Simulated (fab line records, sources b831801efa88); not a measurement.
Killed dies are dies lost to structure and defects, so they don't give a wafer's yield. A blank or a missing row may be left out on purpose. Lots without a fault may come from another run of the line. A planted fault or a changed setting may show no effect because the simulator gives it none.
fab line records | flow sky130
record lots=24 wafers=72 last_day=50
route steps=708 shown CONTACT@422 METAL1@454 METAL2@487 VIA3@589 PASSIVATION@682
lots that met no fault: from a run of the same line without faults
start_h: hours from the record's first day to the start of the lot's first wafer shown | wait_h: hours since the lot's step before | " the same as in the row above | L1.1+2: a row that stands for several wafers | - no value, or no start given | * or withheld: withheld | < > ~ a bound
route shown NAME@n: a module of which the file shows steps, and the number in the route of the first | usual: mean/standard deviation of fault-free wafers | same: alike in all rows | chamber/n: place in a boat | sites: the reading at each site | _std_site: their standard deviation | _edge_site: outer sites' mean less inner sites' | radius_mm: how far each site lies from the wafer's centre | mask NAME#n: copy n | behind: the tool/chamber that last shaped the wafer | hold: why the lot was held/for how many hours/how that ended | device: the transistor (n, p or np) that didn't switch | end of line: the same wafers' tests at the end of the route | a step without rows: its recipe alone | killed: dies lost to structure and defects at the first sort, not the wafer's yield | map: a wafer's dies, x killed, . not, _ none there
set.NAME: the setting as run; set.NAME@STEP: as run at that earlier step | model.NAME: the simulator's own value behind a step, which no gauge read
steps of the route over a sample of lots; a table a step, a row a wafer
services: from which hour (start_h, from the record's first day; less than 0 if before it) a tool's chamber was out of use, for how many hours, and why
## steps
# step SKY_CONTACT_ETCH_16
# recipe chemistry=N2/H2 target=BARC ion_energy_ev=200 source_w=500 bias_w=100 pressure_mtorr=30 n2_flow_sccm=100 h2_flow_sccm=200 stop_on=SiO2 time_s=45.9 target_depth_a=600
# usual drypump_motor_current_A=5.9/0.44 n2_flow_sccm=99.99/0.28 oes_product_au=0.854/0.0045 throttle_valve_pct=13.226/0.0095
# columns lot.wafer tool chamber start_h wait_h drypump_motor_current_A n2_flow_sccm oes_product_au rf_hours_counter_h throttle_valve_pct
L074.3 rie_diel-02 1 742.04 0.0 5.9 100.47 0.854 2 13.220
L074.4 " 2 " " 6.2 100.08 0.848 42 13.232
L074.6 " 0 " " 5.6 99.77 0.856 - 13.220
L075.1 rie_diel-01 0 742.16 0.0 5.6 99.64 0.848 9 13.212
L075.3 " 2 " " 6.3 100.15 0.854 10 13.248
L075.5 " 3 " " 6.5 99.82 0.861 - 13.220
L076.4 rie_diel-02 0 752.54 0.0 5.5 99.72 0.853 6 13.220
L076.5 " 0 " " 5.6 99.87 0.857 - 13.224
L076.6 " 1 " " 5.9 99.65 0.855 - 13.231
L077.1 rie_diel-01 1 756.71 0.0 5.4 100.17 0.860 12 13.220
L077.2 " 3 " " 6.5 100.13 0.855 5 13.221
L077.4 " 0 " " 5.6 100.13 0.849 9 13.241
L078.1 rie_diel-03 0 776.11 0.0 6.1 99.97 0.851 12 13.237
L078.3 " 3 " " 6.2 100.59 0.860 18 13.234
L078.6 " 3 " " 6.2 99.93 0.855 - 13.220
L079.1 rie_diel-03 1 788.06 0.0 5.7 100.15 0.858 9 13.230
L079.2 " 2 " " 6.1 100.57 0.856 21 13.232
L079.5 " 2 " " 6.1 100.59 0.858 - 13.216
L081.1 rie_diel-02 3 788.89 0.0 4.9 99.79 0.843 8 13.233
L081.2 " 0 " " 5.6 100.15 0.856 7 13.225
L081.3 " 1 " " 5.9 100.38 0.854 3 13.226
L080.1 rie_diel-03 0 789.01 0.0 6.1 100.34 0.857 13 13.224
L080.3 " 2 " " 6.1 100.06 0.854 21 13.218
L080.4 " 3 " " 6.2 99.82 0.858 18 13.231
L082.1 rie_diel-01 0 797.09 0.0 5.7 100.36 0.848 10 13.231
L082.2 " 1 " " 5.4 100.15 0.853 13 13.232
L082.4 " 3 " " 6.5 100.09 0.853 6 13.226
L083.1 rie_diel-01 0 833.65 0.0 5.7 100.14 0.852 11 13.229
L083.2 " 1 " " 5.4 100.08 0.856 13 13.238
L083.6 " 1 " " 5.4 99.90 0.863 - 13.223
L084.2 rie_diel-03 2 833.77 0.0 6.2 99.50 0.856 22 13.231
L084.5 " 0 " " 6.1 99.81 0.862 - 13.225
L084.6 " 3 " " 6.2 100.31 0.847 - 13.202
L086.2 rie_diel-01 0 839.29 0.0 5.6 100.19 0.851 12 13.232
L086.3 " 3 " " 6.5 100.13 0.855 7 13.225
L086.6 " 3 " " 6.5 99.92 0.851 - 13.217
L085.1 rie_diel-03 3 839.89 0.0 6.2 99.91 0.858 20 13.230
L085.2 " 0 " " 6.1 100.04 0.860 14 13.229
L085.4 " 2 " " 6.2 100.49 0.856 23 13.211
L089.1 rie_diel-01 3 858.44 0.0 6.5 99.39 0.859 8 13.222
L089.2 " 0 " " 5.6 99.90 0.864 12 13.236
L089.4 " 2 " " 6.3 99.91 0.855 13 13.214
L088.1 rie_diel-03 2 860.48 0.0 6.2 99.67 0.854 23 13.218
L088.2 " 0 " " 6.1 99.90 0.851 15 13.241
L088.4 " 1 " " 5.7 100.41 0.853 11 13.220
L087.1 rie_diel-02 3 861.66 0.0 4.9 100.18 0.850 10 13.214
L087.3 " 1 " " 5.9 100.17 0.848 6 13.223
L087.6 " 3 " " 4.9 100.27 0.858 - 13.242
L090.3 rie_diel-01 1 862.69 0.0 5.4 99.37 0.865 15 13.225
L090.5 " 1 " " 5.4 99.96 0.861 - 13.222
L090.6 " 0 " " 5.6 100.16 0.851 - 13.222
L092.1 rie_diel-03 3 882.61 0.0 6.2 100.11 0.853 21 13.223
L092.2 " 0 " " 6.1 100.12 0.848 15 13.240
L092.5 " 1 " " 5.7 99.43 0.853 - 13.226
L091.1 rie_diel-03 2 884.51 0.0 6.2 100.04 0.857 24 13.219
L091.4 " 1 " " 5.7 99.75 0.851 12 13.221
L091.6 " 0 " " 6.1 99.80 0.860 - 13.210
L093.3 rie_diel-01 0 887.54 0.0 5.6 99.96 0.858 13 13.217
L093.5 " 1 " " 5.4 100.20 0.856 - 13.230
L093.6 " 0 " " 5.6 100.08 0.843 - 13.231
L094.1 rie_diel-02 2 889.81 0.0 6.2 99.45 0.854 4 13.223
L094.2 " 0 " " 5.5 100.22 0.852 11 13.223
L094.5 " 2 " " 6.2 99.68 0.851 - 13.212
L095.1 rie_diel-03 1 905.15 0.0 5.7 99.79 0.863 12 13.230
L095.3 " 3 " " 6.2 99.68 0.845 22 13.226
L095.4 " 0 " " 6.1 100.31 0.856 16 13.242
L097.2 rie_diel-03 3 910.99 0.0 6.2 99.99 0.853 22 13.206
L097.3 " 1 " " 5.7 100.03 0.854 12 13.219
L097.5 " 1 " " 5.7 100.27 0.854 - 13.228
L096.2 rie_diel-02 0 912.85 0.0 5.6 99.97 0.851 12 13.238
L096.4 " 0 " " 5.6 100.09 0.851 - 13.226
L096.5 " 2 " " 6.3 99.85 0.857 - 13.211
# step SKY_METAL1_STRIP_20
# recipe chemistry=O2/N2 power_w=1400 pressure_mtorr=1500 platen_temp_c=withheld o2_flow_sccm=3000 n2_flow_sccm=300 overash_fraction=0.5
# usual drypump_motor_current_A=5.4/0.45 n2_flow_sccm=300.0/0.89 oes_product_au=0.340/0.0047 strip_time_to_endpoint_s=2.62/0.041
# columns lot.wafer tool chamber start_h wait_h drypump_motor_current_A n2_flow_sccm oes_product_au rf_hours_counter_h strip_time_to_endpoint_s
L074.3 plasma_asher-01 0 770.98 0.1 5.2 300.4 0.347 - 2.67
L074.4 " 1 " " 4.9 301.6 0.340 - 2.68
L074.6 " 0 " " 5.2 300.0 0.342 - 2.65
L075.1 plasma_asher-03 0 771.28 0.1 5.5 298.9 0.337 4 2.64
L075.3 " 0 " " 5.5 300.0 0.342 - 2.63
L075.5 " 1 " " 5.4 300.2 0.344 - 2.63
L076.4 plasma_asher-02 0 781.13 0.1 4.9 299.9 0.335 - 2.66
L076.5 " 1 " " 6.1 302.2 0.335 - 2.64
L076.6 " 0 " " 5.0 299.8 0.336 - 2.64
L077.1 plasma_asher-03 0 784.32 0.1 5.5 299.9 0.343 5 2.70
L077.2 " 1 " " 5.4 300.1 0.341 5 2.66
L077.4 " 1 " " 5.3 300.3 0.345 - 2.67
L078.1 plasma_asher-02 1 805.03 0.1 6.1 299.6 0.339 34 2.56
L078.3 " 1 " " 6.1 298.9 0.340 - 2.58
L078.6 " 0 " " 5.0 300.4 0.340 - 2.58
L079.1 plasma_asher-03 1 835.10 0.1 5.4 299.8 0.343 9 2.63
L079.2 " 0 " " 5.5 300.7 0.341 9 2.64
L079.5 " 0 " " 5.5 299.8 0.346 - 2.67
L080.1 plasma_asher-02 0 835.28 0.1 5.0 299.8 0.346 36 2.65
L080.3 " 0 " " 5.0 300.0 0.337 - 2.65
L080.4 " 1 " " 6.1 299.8 0.336 - 2.56
L081.1 plasma_asher-03 1 835.34 0.1 5.4 300.4 0.346 9 2.59
L081.2 " 0 " " 5.5 301.4 0.335 9 2.58
L081.3 " 0 " " 5.5 301.1 0.342 - 2.58
L082.1 plasma_asher-02 0 837.74 0.1 5.0 300.4 0.334 37 2.60
L082.2 " 1 " " 6.1 298.7 0.340 37 2.61
L082.4 " 1 " " 6.1 299.3 0.338 - 2.60
L083.1 plasma_asher-02 1 850.34 0.1 6.1 300.0 0.331 39 2.57
L083.2 " 0 " " 5.0 298.8 0.341 39 2.64
L083.6 " 0 " " 5.0 300.3 0.341 - 2.57
L084.2 plasma_asher-03 1 851.64 0.1 5.4 300.7 0.337 12 2.56
L084.5 " 0 " " 5.5 300.5 0.324 - 2.57
L084.6 " 1 " " 5.4 299.5 0.329 - 2.54
L086.2 plasma_asher-02 0 864.62 0.1 5.0 299.6 0.332 40 2.59
L086.3 " 0 " " 5.0 299.5 0.342 - 2.58
L086.6 " 1 " " 6.1 300.8 0.339 - 2.61
L085.1 plasma_asher-03 0 865.92 0.1 5.5 298.3 0.335 13 2.61
L085.2 " 1 " " 5.4 300.4 0.344 13 2.70
L085.4 " 0 " " 5.5 301.4 0.345 - 2.70
L089.1 plasma_asher-02 1 884.98 0.1 6.1 300.9 0.337 42 2.56
L089.2 " 0 " " 5.0 299.2 0.341 42 2.65
L089.4 " 0 " " 5.0 299.0 0.347 - 2.68
L088.1 plasma_asher-03 0 887.18 0.1 5.5 300.8 0.338 15 2.58
L088.2 " 1 " " 5.3 299.5 0.333 15 2.58
L088.4 " 0 " " 5.5 299.1 0.336 - 2.59
L087.1 plasma_asher-01 0 888.10 0.1 5.2 298.6 0.336 106 2.66
L087.3 " 1 " " 4.9 300.2 0.333 - 2.59
L087.6 " 1 " " 4.8 300.4 0.333 - 2.63
L090.3 plasma_asher-03 1 889.08 0.1 5.3 301.3 0.342 - 2.58
L090.5 " 0 " " 5.5 299.3 0.352 - 2.59
L090.6 " 1 " " 5.4 300.0 0.338 - 2.59
L092.1 plasma_asher-02 1 909.27 0.1 6.1 300.0 0.338 45 2.64
L092.2 " 0 " " 5.0 300.4 0.342 45 2.65
L092.5 " 1 " " 6.1 300.7 0.346 - 2.67
L091.1 plasma_asher-01 0 911.23 0.1 5.2 299.2 0.341 108 2.57
L091.4 " 1 " " 4.8 301.0 0.348 - 2.68
L091.6 " 1 " " 4.8 300.6 0.343 - 2.67
L093.3 plasma_asher-02 0 914.78 0.1 5.0 299.7 0.337 - 2.68
L093.5 " 0 " " 4.9 298.6 0.341 - 2.62
L093.6 " 1 " " 6.1 300.8 0.344 - 2.55
L094.1 plasma_asher-02 1 916.60 0.1 6.1 300.5 0.342 46 2.60
L094.2 " 0 " " 5.0 300.8 0.345 46 2.65
L094.5 " 0 " " 5.0 301.2 0.343 - 2.65
L095.1 plasma_asher-03 0 931.75 0.1 5.5 299.4 0.342 18 2.63
L095.3 " 0 " " 5.5 300.3 0.338 - 2.61
L095.4 " 1 " " 5.4 303.0 0.340 - 2.61
L097.2 plasma_asher-02 1 937.52 0.1 6.2 300.6 0.345 48 2.61
L097.3 " 0 " " 5.0 299.5 0.333 - 2.57
L097.5 " 1 " " 6.1 300.4 0.347 - 2.64
L096.2 plasma_asher-01 1 938.75 0.1 4.8 298.8 0.340 111 2.60
L096.4 " 1 " " 4.8 299.8 0.347 - 2.70
L096.5 " 0 " " 5.2 299.7 0.336 - 2.70
# step SKY_METAL2_SPUTTER_04
# recipe material=TiN target_thk_nm=70 power_w=6500 time_s=58.3 chamber_pressure_pa=0.4
# usual chamber_pressure_pa=0.3999/0.00087 throttle_valve_pct=30.2/0.92
# columns lot.wafer tool chamber start_h wait_h chamber_pressure_pa throttle_valve_pct
L074.3 pvd_sputter-04 - 801.02 0.0 0.3996 30.2
L074.4 " - " " 0.4002 28.6
L074.6 " - " " 0.3997 30.2
L075.1 pvd_sputter-01 - 801.48 0.0 0.4009 30.3
L075.3 " - " " 0.4003 31.4
L075.5 " - " " 0.3996 29.3
L076.4 pvd_sputter-04 - 834.46 0.0 0.3989 30.0
L076.5 " - " " 0.3997 30.2
L076.6 " - " " 0.4001 29.9
L077.1 pvd_sputter-04 - 835.42 0.0 0.4013 28.5
L077.2 " - " " 0.4002 30.4
L077.4 " - " " 0.4003 30.3
L078.1 pvd_sputter-01 - 841.22 0.0 0.3998 29.3
L078.3 " - " " 0.4000 30.6
L078.6 " - " " 0.3996 29.5
L079.1 pvd_sputter-04 - 855.72 0.0 0.3994 30.4
L079.2 " - " " 0.4001 28.5
L079.5 " - " " 0.4013 30.3
L080.1 pvd_sputter-04 - 856.56 0.0 0.4014 30.3
L080.3 " - " " 0.3988 31.4
L080.4 " - " " 0.4000 28.8
L081.1 pvd_sputter-01 - 856.91 0.0 0.3992 30.3
L081.2 " - " " 0.4003 29.1
L081.3 " - " " 0.4000 30.4
L082.1 pvd_sputter-01 - 862.72 0.0 0.4011 30.6
L082.2 " - " " 0.4007 29.4
L082.4 " - " " 0.4014 31.5
L083.1 pvd_sputter-04 - 878.11 0.0 0.4010 30.2
L083.2 " - " " 0.3996 31.4
L083.6 " - " " 0.4007 31.6
L084.2 pvd_sputter-01 - 878.79 0.0 0.4007 30.5
L084.5 " - " " 0.3996 31.2
L084.6 " - " " 0.3986 30.5
L086.2 pvd_sputter-04 - 891.61 0.0 0.3987 30.3
L086.3 " - " " 0.3992 28.4
L086.6 " - " " 0.3997 31.6
L085.1 pvd_sputter-01 - 893.28 0.0 0.3987 29.4
L085.2 " - " " 0.3982 30.6
L085.4 " - " " 0.4013 31.3
L089.1 pvd_sputter-01 - 913.06 0.0 0.4013 30.2
L089.2 " - " " 0.4000 29.1
L089.4 " - " " 0.4005 31.2
L088.1 pvd_sputter-04 - 915.85 0.0 0.3998 31.5
L088.2 " - " " 0.3995 30.2
L088.4 " - " " 0.3994 29.9
L087.1 pvd_sputter-04 - 917.29 0.0 0.3993 30.0
L087.3 " - " " 0.3984 30.1
L087.6 " - " " 0.4004 29.9
L090.3 pvd_sputter-01 - 917.35 0.0 0.3998 30.4
L090.5 " - " " 0.4009 29.6
L090.6 " - " " 0.4003 30.3
L092.1 pvd_sputter-01 - 937.97 0.0 0.4012 30.3
L092.2 " - " " 0.4017 29.7
L092.5 " - " " 0.3991 31.4
L091.1 pvd_sputter-04 - 939.21 0.0 0.4005 28.4
L091.4 " - " " 0.3993 30.1
L091.6 " - " " 0.4008 28.7
L093.3 pvd_sputter-01 - 943.85 0.0 0.4012 29.2
L093.5 " - " " 0.3985 31.4
L093.6 " - " " 0.3978 30.5
L094.1 pvd_sputter-04 - 944.75 0.0 0.4016 31.4
L094.2 " - " " 0.4010 30.2
L094.5 " - " " 0.3988 29.9
L095.1 pvd_sputter-04 - 958.08 0.0 0.4007 31.7
L095.3 " - " " 0.3988 30.0
L095.4 " - " " 0.4001 30.1
L097.2 pvd_sputter-02 - 964.11 0.0 0.3991 30.6
L097.3 " - " " 0.4000 28.2
L097.5 " - " " 0.4000 28.5
L096.2 pvd_sputter-04 - 967.71 0.0 0.3996 30.1
L096.4 " - " " 0.4002 31.4
L096.5 " - " " 0.4000 29.9
# step SKY_METAL2_OVL_MEAS_16
# usual METAL2_OVL=-1/5.4
# columns lot.wafer tool chamber start_h wait_h METAL2_OVL[nm]
L074.3 overlay-02 - 837.83 0.1 6
L074.4 " - " " 2
L074.6 " - " " -5
L075.1 overlay-02 - 838.18 0.1 -9
L075.3 " - " " -4
L075.5 " - " " -1
L076.4 overlay-02 - 848.22 0.1 -1
L076.5 " - " " -1
L076.6 " - " " 5
L077.1 overlay-01 - 851.54 0.1 -6
L077.2 " - " " -5
L077.4 " - " " -10
L078.1 overlay-01 - 865.46 0.1 0
L078.3 " - " " -2
L078.6 " - " " 0
L079.1 overlay-01 - 880.70 0.1 2
L079.2 " - " " -6
L079.5 " - " " 1
L080.1 overlay-02 - 881.05 0.1 -6
L080.3 " - " " -3
L080.4 " - " " 8
L081.1 overlay-02 - 882.11 0.1 -9
L081.2 " - " " -9
L081.3 " - " " -10
L082.1 overlay-02 - 887.40 0.1 2
L082.2 " - " " 3
L082.4 " - " " 1
L083.1 overlay-02 - 902.80 0.1 -13
L083.2 " - " " -8
L083.6 " - " " -7
L084.2 overlay-02 - 903.66 0.1 -2
L084.5 " - " " -2
L084.6 " - " " 2
L086.2 overlay-02 - 916.72 0.1 4
L086.3 " - " " 9
L086.6 " - " " -2
L085.1 overlay-01 - 918.81 0.1 -3
L085.2 " - " " -9
L085.4 " - " " -6
L089.1 overlay-02 - 937.96 0.1 1
L089.2 " - " " -8
L089.4 " - " " -5
L088.1 overlay-02 - 940.40 0.1 -5
L088.2 " - " " -7
L088.4 " - " " -9
L087.1 overlay-01 - 942.56 0.1 5
L087.3 " - " " 1
L087.6 " - " " -8
L090.3 overlay-02 - 942.67 0.1 8
L090.5 " - " " 9
L090.6 " - " " 2
L092.1 overlay-01 - 962.20 0.1 4
L092.2 " - " " 8
L092.5 " - " " -2
L091.1 overlay-02 - 963.06 0.1 2
L091.4 " - " " -11
L091.6 " - " " -1
L093.3 overlay-01 - 968.62 0.1 1
L093.5 " - " " 3
L093.6 " - " " -4
L094.1 overlay-02 - 968.96 0.1 0
L094.2 " - " " 4
L094.5 " - " " 4
L095.1 overlay-02 - 981.70 0.1 -2
L095.3 " - " " -4
L095.4 " - " " 4
L097.2 overlay-02 - 988.62 0.1 5
L097.3 " - " " -1
L097.5 " - " " -6
L096.2 overlay-01 - 992.66 0.1 -2
L096.4 " - " " 4
L096.5 " - " " -4
# step SKY_VIA3_STRIP_16
# recipe chemistry=O2/N2 power_w=1400 pressure_mtorr=1500 platen_temp_c=withheld o2_flow_sccm=3000 n2_flow_sccm=300 overash_fraction=0.5
# usual drypump_motor_current_A=5.6/0.64 n2_flow_sccm=300.0/0.84 oes_product_au=0.402/0.0051 strip_time_to_endpoint_s=4.14/0.032
# columns lot.wafer tool chamber start_h wait_h drypump_motor_current_A n2_flow_sccm oes_product_au rf_hours_counter_h strip_time_to_endpoint_s
L074.3 plasma_asher-02 0 941.48 0.1 5.0 300.2 0.406 - 4.14
L074.4 " 1 " " 6.1 300.3 0.396 - 4.15
L074.6 " 0 " " 4.9 300.1 0.395 - 4.14
L075.1 plasma_asher-04 0 941.55 0.0 6.6 300.1 0.401 81 4.14
L075.3 " 1 " " 5.8 300.8 0.402 - 4.17
L075.5 " 1 " " 5.8 301.0 0.400 - 4.13
L076.4 plasma_asher-01 1 952.13 0.1 4.8 299.4 0.410 - 4.15
L076.5 " 0 " " 5.2 300.8 0.399 - 4.15
L076.6 " 1 " " 4.8 299.3 0.399 - 4.22
L077.1 plasma_asher-02 0 953.23 0.0 5.0 298.1 0.393 50 4.12
L077.2 " 1 " " 6.1 300.7 0.402 50 4.12
L077.4 " 0 " " 5.0 298.2 0.400 - 4.13
L078.1 plasma_asher-01 1 970.50 0.0 4.8 300.9 0.402 115 4.17
L078.3 " 1 " " 4.9 300.4 0.396 - 4.16
L078.6 " 1 " " 4.9 299.7 0.397 - 4.17
L079.1 plasma_asher-01 1 983.35 0.0 4.8 299.8 0.397 116 4.11
L079.2 " 0 " " 5.2 300.9 0.397 116 4.11
L079.5 " 0 " " 5.2 299.4 0.404 - 4.12
L080.1 plasma_asher-01 1 985.05 0.0 4.9 299.5 0.397 116 4.15
L080.3 " 1 " " 4.9 299.4 0.399 - 4.15
L080.4 " 0 " " 5.2 299.9 0.411 - 4.19
L081.1 plasma_asher-02 1 986.08 0.0 6.1 299.2 0.397 53 4.12
L081.2 " 0 " " 5.0 298.6 0.408 53 4.16
L081.3 " 0 " " 5.0 300.4 0.404 - 4.13
L082.1 plasma_asher-02 0 992.90 0.0 4.9 302.5 0.395 54 4.10
L082.2 " 1 " " 6.1 300.0 0.395 54 4.10
L082.4 " 1 " " 6.1 299.1 0.397 - 4.09
L083.1 plasma_asher-01 0 1003.20 0.0 5.2 300.3 0.396 118 4.11
L083.2 " 1 " " 4.8 299.7 0.405 118 4.12
L083.6 " 1 " " 4.8 299.5 0.399 - 4.11
L084.2 plasma_asher-04 1 1006.35 0.0 5.8 299.9 0.403 88 4.15
L084.5 " 1 " " 5.8 298.8 0.404 - 4.15
L084.6 " 0 " " 6.7 300.7 0.401 - 4.11
L086.2 plasma_asher-02 1 1020.25 0.0 6.1 300.1 0.405 56 4.12
L086.3 " 0 " " 5.0 298.5 0.409 - 4.11
L086.6 " 1 " " 6.1 299.4 0.395 - 4.14
L085.1 plasma_asher-02 1 1021.93 0.0 6.1 300.1 0.407 57 4.13
L085.2 " 0 " " 5.0 299.3 0.410 57 4.14
L085.4 " 0 " " 5.0 299.7 0.396 - 4.09
L089.1 plasma_asher-04 1 1036.90 0.0 5.8 299.0 0.401 90 4.14
L089.2 " 0 " " 6.6 301.3 0.402 90 4.13
L089.4 " 0 " " 6.7 299.3 0.394 - 4.11
L088.1 plasma_asher-01 0 1040.93 0.0 5.2 300.5 0.399 122 4.14
L088.2 " 1 " " 4.8 300.5 0.396 122 4.10
L088.4 " 0 " " 5.2 299.3 0.393 - 4.10
L087.1 plasma_asher-01 0 1043.60 0.0 5.2 299.6 0.404 122 4.22
L087.3 " 1 " " 4.8 299.9 0.406 - 4.15
L087.6 " 0 " " 5.2 300.2 0.410 - 4.19
L090.3 plasma_asher-02 0 1045.22 0.1 5.0 299.8 0.409 - 4.20
L090.5 " 0 " " 5.0 299.7 0.396 - 4.18
L090.6 " 1 " " 6.1 299.9 0.420 - 4.18
L092.1 plasma_asher-02 0 1060.83 0.0 5.0 301.0 0.402 60 4.13
L092.2 " 1 " " 6.1 299.5 0.406 60 4.14
L092.5 " 0 " " 5.0 299.0 0.402 - 4.13
L091.1 plasma_asher-04 1 1061.98 0.0 5.8 301.2 0.392 93 4.22
L091.4 " 1 " " 5.8 301.0 0.400 - 4.21
L091.6 " 1 " " 5.8 300.1 0.405 - 4.22
L093.3 plasma_asher-04 1 1067.87 0.1 5.9 300.1 0.397 - 4.16
L093.5 " 0 " " 6.6 300.6 0.403 - 4.14
L093.6 " 1 " " 5.8 301.5 0.397 - 4.18
L094.1 plasma_asher-02 1 1068.35 0.0 6.1 299.8 0.404 62 4.14
L094.2 " 0 " " 5.0 299.3 0.394 62 4.12
L094.5 " 1 " " 6.1 299.9 0.398 - 4.13
L095.1 plasma_asher-04 1 1076.18 0.0 5.8 300.8 0.405 95 4.11
L095.3 " 0 " " 6.6 299.4 0.401 - 4.13
L095.4 " 1 " " 5.8 300.7 0.400 - 4.11
L097.2 plasma_asher-04 0 1082.20 0.0 6.6 299.7 0.398 95 4.20
L097.3 " 0 " " 6.6 300.0 0.415 - 4.14
L097.5 " 1 " " 5.8 300.7 0.401 - 4.16
L096.2 plasma_asher-02 0 1088.00 0.0 5.0 299.5 0.403 63 4.15
L096.4 " 0 " " 5.0 299.3 0.397 - 4.18
L096.5 " 1 " " 6.1 298.6 0.408 - 4.20
# step SKY_PASSIVATION_THK_MEAS_01
# recipe reads=SiO2_of_PASSIVATION_CVD_00
# usual PASSIVATION_CVD_00_THK=90.3/1.4
# columns lot.wafer tool chamber start_h wait_h PASSIVATION_CVD_00_THK[nm]
L074.3 film_metro-02 - 1041.13 - 90.5
L074.4 " - " " 91.5
L074.6 " - " " 91.1
L075.1 film_metro-04 - 1042.77 - 89.2
L075.3 " - " " 89.7
L075.5 " - " " 89.1
L076.4 film_metro-04 - 1050.35 - 91.5
L076.5 " - " " 92.2
L076.6 " - " " 89.0
L077.1 film_metro-02 - 1052.07 - 88.1
L077.2 " - " " 90.3
L077.4 " - " " 90.8
L078.1 film_metro-02 - 1069.64 - 89.0
L078.3 " - " " 88.2
L078.6 " - " " 89.7
L079.1 film_metro-01 - 1077.11 - 89.3
L079.2 " - " " 89.6
L079.5 " - " " 92.0
L080.1 film_metro-04 - 1081.03 - 89.1
L080.3 " - " " 88.6
L080.4 " - " " 88.1
L081.1 film_metro-04 - 1083.12 - 90.5
L081.2 " - " " 90.3
L081.3 " - " " 91.1
L082.1 film_metro-01 - 1088.07 - 86.7
L082.2 " - " " 88.9
L082.4 " - " " 90.6
L083.1 film_metro-04 - 1097.33 - 89.7
L083.2 " - " " 87.8
L083.6 " - " " 90.6
L084.2 film_metro-04 - 1097.62 - 91.2
L084.5 " - " " 91.8
L084.6 " - " " 92.7
L086.2 film_metro-02 - 1113.43 - 90.4
L086.3 " - " " 91.3
L086.6 " - " " 92.2
L085.1 film_metro-04 - 1114.70 - 90.9
L085.2 " - " " 91.0
L085.4 " - " " 93.6
L089.1 film_metro-04 - 1126.25 - 91.3
L089.2 " - " " 88.0
L089.4 " - " " 92.3
L088.1 film_metro-04 - 1130.96 - 92.3
L088.2 " - " " 90.2
L088.4 " - " " 92.5
L087.1 film_metro-02 - 1133.55 - 89.4
L087.3 " - " " 91.1
L087.6 " - " " 90.1
L090.3 film_metro-02 - 1135.75 - 89.7
L090.5 " - " " 89.7
L090.6 " - " " 88.4
L092.1 film_metro-02 - 1147.02 - 90.0
L092.2 " - " " 92.0
L092.5 " - " " 90.5
L091.1 film_metro-01 - 1148.82 - 89.0
L091.4 " - " " 90.8
L091.6 " - " " 90.9
L093.3 film_metro-01 - 1155.07 - 88.7
L093.5 " - " " 91.5
L093.6 " - " " 90.3
L094.1 film_metro-04 - 1156.36 - 88.7
L094.2 " - " " 89.9
L094.5 " - " " 89.0
L095.1 film_metro-01 - 1160.52 - 90.2
L095.3 " - " " 89.4
L095.4 " - " " 91.2
L097.2 film_metro-04 - 1166.10 - 89.5
L097.3 " - " " 88.7
L097.5 " - " " 89.8
L096.2 film_metro-04 - 1170.40 - 88.2
L096.4 " - " " 90.9
L096.5 " - " " 89.5
## services
# columns tool chamber start_h hours kind
plasma_asher-04 - 718.68 1.3 repair
rie_diel-03 2 732.27 5.9 repair
plasma_asher-03 - 733.75 9.0 pm
plasma_asher-02 - 738.30 37.4 repair
plasma_asher-04 - 754.40 3.5 repair
pvd_sputter-04 - 766.16 1.9 repair
plasma_asher-01 - 814.01 2.3 repair
rie_diel-03 3 820.35 5.8 repair
rie_diel-03 0 825.54 1.5 repair
pvd_sputter-04 - 826.58 7.5 repair
rie_diel-03 - 849.75 0.2 repair
rie_diel-03 - 870.70 8.8 repair
plasma_asher-03 - 901.00 20.1 pm
plasma_asher-01 - 916.67 2.8 pm
rie_diel-01 0 932.75 5.9 repair
plasma_asher-03 - 965.27 1.7 repair
plasma_asher-03 - 967.27 1.2 repair
rie_diel-01 - 967.71 2.7 repair
rie_diel-03 2 982.43 9.2 repair
plasma_asher-02 - 1016.55 1.7 repair
plasma_asher-03 - 1047.32 3.5 repair
plasma_asher-01 - 1055.25 9.0 pm
plasma_asher-01 - 1064.17 3.8 repair
rie_diel-01 0 1064.98 8.0 repair
## key
fault none
